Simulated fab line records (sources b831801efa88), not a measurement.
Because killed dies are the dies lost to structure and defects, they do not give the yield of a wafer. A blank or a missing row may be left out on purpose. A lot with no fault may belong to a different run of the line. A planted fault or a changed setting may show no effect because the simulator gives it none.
fab line records | flow sky130
record: lots: 13 wafers: 39 lastDay: 50
route steps=708 shown FIELD_ISO@4 VT_ADJUST_LVTN@107 LDD_N@244 LDD_HVP@287
lots that met no fault: from a run of the same line without faults
startH: hours from the record's opening day to when the first of the lot's shown wafers began | waitH: how many hours have passed since the lot's step before this one | " repeats the value in the row above | L1.1+2: a row that stands for several wafers | - no value present, or no start provided | * or withheld: withheld | < > ~ a bound
route shown NAME@n: NAME is a module with steps in the file, n the number in the route of the first one | usual: the fault-free wafers' mean and standard deviation | same: alike in all rows | chamber/n: place in a boat | sites: readings site by site | _std_site: standard deviation of those values | _edge_site: outer sites' mean less inner sites' | radiusMm: for every site, how far away it sits from the centre of the wafer | mask NAME#n: copy n | behind: the tool/chamber that last shaped the wafer | hold: the reason the lot was held/the length of the hold in hours/how it ended | device: transistor that didn't switch, given as n, p or np | end of line: the route-end tests of the same wafers | a step without rows: its recipe alone | killed: dies that structure and defects cost at the first sort, which is not the same as the wafer's yield | map: a wafer's dies, marking killed ones x, the rest . and places with no die _
set.NAME: the setting that was run; set.NAME@STEP: the one run at that earlier step | model.NAME: the simulator's own value behind a step, which no gauge read
route steps across a sampled set of lots; one table per step, one row per wafer
services: when a tool's chamber went out of use (startH, in hours from the record's first day, below 0 if earlier), for how many hours, and the reason
== steps ==
step: SKY_FIELD_ISO_CVD_03
recipe: material: Si3N4 precursor: DCS/NH3 targetThkNm: 165 tempC: 770 timeS: 2830 pressureMtorr: 250
usual: pressureMtorr: 250.1/0.52 spikeTcBottomC: 790.7/1.8 zonePowerBottomPct: 21.6/1.4 zonePowerTopPct: 27.5/1.8
columns lot.wafer tool chamber startH waitH pressureMtorr spikeTcBottomC zonePowerBottomPct zonePowerTopPct
L959.1 lpcvd-02 1 22.55 0.9 249.8 787.8 19.6 25.1
L959.2 " 1 " " 249.6 787.9 20.0 24.8
L959.4 " 1 " " 250.4 788.4 19.5 24.6
L960.1 lpcvd-02 0 26.69 0.1 250.2 791.0 22.4 28.5
L960.4 " 0 " " 249.8 791.9 22.7 28.7
L960.6 " 0 " " 250.1 791.5 22.2 28.6
L961.1 lpcvd-02 0 32.99 0.1 250.5 790.6 22.5 28.9
L961.3 " 0 " " 250.8 793.1 22.4 28.4
L961.6 " 0 " " 249.9 790.6 22.5 29.1
L964.1 lpcvd-02 1 47.42 0.1 - - - -
L964.4 " 1 " " - - - -
L964.5 " 1 " " - - - -
L965.3 lpcvd-02 0 52.14 0.2 - - - -
L965.5 " 0 " " - - - -
L965.6 " 0 " " - - - -
L970.1 lpcvd-02 0 77.62 0.1 249.5 791.9 22.7 29.0
L970.2 " 0 " " 250.0 791.6 22.8 28.6
L970.3 " 0 " " 249.3 792.9 22.4 28.6
L972.3 lpcvd-02 0 88.00 1.3 250.6 791.1 22.6 29.3
L972.4 " 0 " " 251.0 790.5 22.4 28.2
L972.5 " 0 " " 250.9 792.4 22.8 28.5
L973.2 lpcvd-02 0 92.19 0.5 250.6 790.9 22.8 28.6
L973.3 " 0 " " 250.4 792.1 22.5 29.1
L973.5 " 0 " " 250.8 792.6 22.3 29.2
L974.2 lpcvd-02 1 96.69 0.0 250.1 787.4 19.6 25.0
L974.4 " 1 " " 250.0 787.3 19.3 25.2
L974.6 " 1 " " 250.8 786.8 19.4 25.2
L975.1 lpcvd-02 0 104.36 2.7 249.1 791.1 22.6 28.8
L975.4 " 0 " " 249.0 792.2 22.4 29.0
L975.5 " 0 " " 249.1 792.2 22.3 28.3
L977.1 lpcvd-02 1 113.62 0.1 249.8 788.9 19.6 24.6
L977.4 " 1 " " 250.0 787.3 19.6 25.1
L977.5 " 1 " " 250.4 790.2 19.8 24.7
L978.2 lpcvd-02 0 118.31 0.0 249.8 791.0 22.5 29.1
L978.4 " 0 " " 249.8 791.8 22.6 28.4
L978.5 " 0 " " 249.5 791.1 22.6 28.6
L980.1 lpcvd-02 0 127.63 0.7 249.7 791.1 22.0 28.8
L980.4 " 0 " " 250.4 791.4 22.6 28.7
L980.5 " 0 " " 249.6 789.2 22.9 28.1
step: SKY_VT_ADJUST_LVTN_TW_MEAS_10
usual: VT_ADJUST_LVTN_TW: 241.3/1.7
columns lot.wafer tool chamber startH waitH VT_ADJUST_LVTN_TW
L959.1 filmMetro-01 - 153.74 0.1 240.0
L959.2 " - " " 239.5
L959.4 " - " " 239.3
L960.1 filmMetro-02 - 156.83 0.1 242.4
L960.4 " - " " 244.1
L960.6 " - " " 243.7
L961.1 filmMetro-01 - 165.24 0.1 238.5
L961.3 " - " " 239.7
L961.6 " - " " 239.1
L970.1 filmMetro-01 - 225.56 0.1 240.5
L970.2 " - " " 241.1
L970.3 " - " " 241.2
L972.3 filmMetro-03 - 241.76 0.1 239.6
L972.4 " - " " 241.5
L972.5 " - " " 240.3
L973.2 filmMetro-03 - 247.90 0.1 242.1
L973.3 " - " " 239.9
L973.5 " - " " 241.1
L974.2 filmMetro-01 - 254.37 0.1 241.1
L974.4 " - " " 241.5
L974.6 " - " " 241.5
L975.1 filmMetro-01 - 264.89 0.1 240.6
L975.4 " - " " 241.7
L975.5 " - " " 239.6
L977.1 filmMetro-03 - 276.84 0.1 241.8
L977.4 " - " " 240.0
L977.5 " - " " 240.3
L978.2 filmMetro-03 - 280.92 0.1 240.6
L978.4 " - " " 239.7
L978.5 " - " " 240.6
L980.1 filmMetro-02 - 291.99 0.1 243.2
L980.4 " - " " 242.3
L980.5 " - " " 243.5
step: SKY_LDD_N_OVL_MEAS_07
usual: LDD_N_OVL: -1.3/1.3
columns lot.wafer tool chamber startH waitH LDD_N_OVL[nm]
L959.1 overlay-02 - 421.33 0.1 -0.9
L959.2 " - " " -2.1
L959.4 " - " " -0.4
L961.1 overlay-01 - 435.29 0.1 -0.3
L961.3 " - " " 0.0
L961.6 " - " " -1.0
L960.1 overlay-02 - 435.94 0.1 -2.9
L960.4 " - " " -1.5
L960.6 " - " " -2.4
L970.1 overlay-01 - 519.18 0.1 -1.3
L970.2 " - " " 0.0
L970.3 " - " " 0.2
L972.3 overlay-02 - 543.90 0.1 -1.9
L972.4 " - " " 1.0
L972.5 " - " " 0.4
L973.2 overlay-02 - 553.04 0.1 -0.1
L973.3 " - " " -1.6
L973.5 " - " " -1.0
L974.2 overlay-02 - 554.08 0.1 -2.8
L974.4 " - " " -2.2
L974.6 " - " " -2.9
L975.1 overlay-02 - 567.98 0.1 -1.3
L975.4 " - " " 0.9
L975.5 " - " " -2.3
L977.1 overlay-02 - 590.59 0.1 -1.9
L977.4 " - " " 0.6
L977.5 " - " " -1.4
L980.1 overlay-01 - 603.50 0.1 -0.8
L980.4 " - " " -1.8
L980.5 " - " " -0.2
L978.2 overlay-02 - 604.39 0.1 -2.6
L978.4 " - " " -2.6
L978.5 " - " " -3.2
step: SKY_LDD_HVP_STRIP_09
recipe: chemistry: O2/N2 powerW: 1400 pressureMtorr: 1500 platenTempC: withheld o2FlowSccm: 3000 n2FlowSccm: 300 overashFraction: 0.5
usual: drypumpMotorCurrentA: 5.7/0.48 oesProductAu: 0.408/0.0044 stripTimeToEndpointS: 4.134/0.015
columns lot.wafer tool chamber startH waitH drypumpMotorCurrentA oesProductAu rfHoursCounterH stripTimeToEndpointS
L959.1 plasmaAsher-04 0 513.91 0.1 6.6 0.401 40 4.125
L959.2 " 1 " " 5.5 0.407 40 4.118
L959.4 " 0 " " 6.6 0.407 - 4.110
L961.1 plasmaAsher-01 1 528.46 0.1 5.7 0.415 10 4.139
L961.3 " 0 " " 6.1 0.402 - 4.136
L961.6 " 0 " " 6.1 0.410 - 4.130
L960.1 plasmaAsher-03 0 529.94 0.1 5.3 0.405 78 4.144
L960.4 " 1 " " 5.3 0.404 - 4.124
L960.6 " 0 " " 5.3 0.414 - 4.150
L970.1 plasmaAsher-04 0 608.63 0.1 6.6 0.405 50 4.127
L970.2 " 1 " " 5.5 0.413 50 4.137
L970.3 " 1 " " 5.5 0.408 - 4.140
L972.3 plasmaAsher-03 1 632.82 0.1 5.3 0.408 - 4.138
L972.4 " 0 " " 5.3 0.408 - 4.135
L972.5 " 0 " " 5.3 0.410 - 4.127
L973.2 plasmaAsher-03 0 642.63 0.1 5.3 0.412 89 4.118
L973.3 " 1 " " 5.3 0.405 - 4.108
L973.5 " 0 " " 5.3 0.405 - 4.122
L974.2 plasmaAsher-04 0 644.14 0.1 6.6 0.406 53 4.135
L974.4 " 1 " " 5.4 0.407 - 4.134
L974.6 " 0 " " 6.6 0.410 - 4.146
L975.1 plasmaAsher-03 1 656.94 0.1 5.2 0.400 91 4.119
L975.4 " 1 " " 5.3 0.397 - 4.144
L975.5 " 0 " " 5.3 0.408 - 4.135
L977.1 plasmaAsher-01 1 677.89 0.1 5.7 0.409 24 4.130
L977.4 " 1 " " 5.7 0.406 - 4.131
L977.5 " 1 " " 5.7 0.411 - 4.142
L980.1 plasmaAsher-01 1 690.84 0.1 5.7 0.403 26 4.102
L980.4 " 0 " " 6.1 0.408 - 4.144
L980.5 " 1 " " 5.7 0.404 - 4.152
L978.2 plasmaAsher-04 1 691.46 0.1 5.5 0.397 58 4.128
L978.4 " 0 " " 6.6 0.404 - 4.148
L978.5 " 1 " " 5.5 0.401 - 4.132
== services ==
columns tool chamber startH hours kind
plasmaAsher-03 - 28.47 3.5 repair
plasmaAsher-03 - 31.02 20.3 repair
plasmaAsher-03 - 35.24 1.2 repair
plasmaAsher-03 - 38.38 3.4 repair
plasmaAsher-04 - 108.75 9.0 pm
plasmaAsher-04 0 108.75 9.0 ventCycle
plasmaAsher-04 1 108.75 9.0 ventCycle
plasmaAsher-04 0 117.75 - clean
plasmaAsher-04 1 117.75 - clean
plasmaAsher-01 - 137.87 3.3 repair
lpcvd-02 - 222.73 14.6 pm
plasmaAsher-03 - 247.85 0.8 repair
plasmaAsher-03 - 271.01 0.4 repair
plasmaAsher-01 - 349.45 1.0 repair
plasmaAsher-01 - 386.79 1.9 repair
plasmaAsher-04 - 413.81 3.0 repair
plasmaAsher-01 - 421.25 9.0 pm
plasmaAsher-03 - 431.69 1.5 repair
plasmaAsher-03 - 459.36 1.6 repair
plasmaAsher-03 - 460.97 4.3 pm
plasmaAsher-04 - 530.70 0.7 repair
plasmaAsher-03 - 604.10 2.8 pm
plasmaAsher-01 - 653.95 1.4 repair
plasmaAsher-04 - 654.22 2.8 pm
== key ==
firstSign: step: SKY_FIELD_ISO_CVD_03 reading: toolRecord direction: missing
effect none on later readings
metAt SKY_FIELD_ISO_CVD_03
struckLots L964,L965
scrappedBehind SKY_FIELD_ISO_THK_MEAS_04 L964.1,L964.4,L964.5,L965.3,L965.5,L965.6
notActingAt SKY_VT_ADJUST_LVTN_TW_MEAS_10,SKY_LDD_N_OVL_MEAS_07,SKY_LDD_HVP_STRIP_09
onsetBetween 32.99 47.42
fault: kind: skippedStepWhole tool: lpcvd-02 chamber: - onsetH: 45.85 steps: SKY_FIELD_ISO_CVD_03 scope: struckLotsOnly
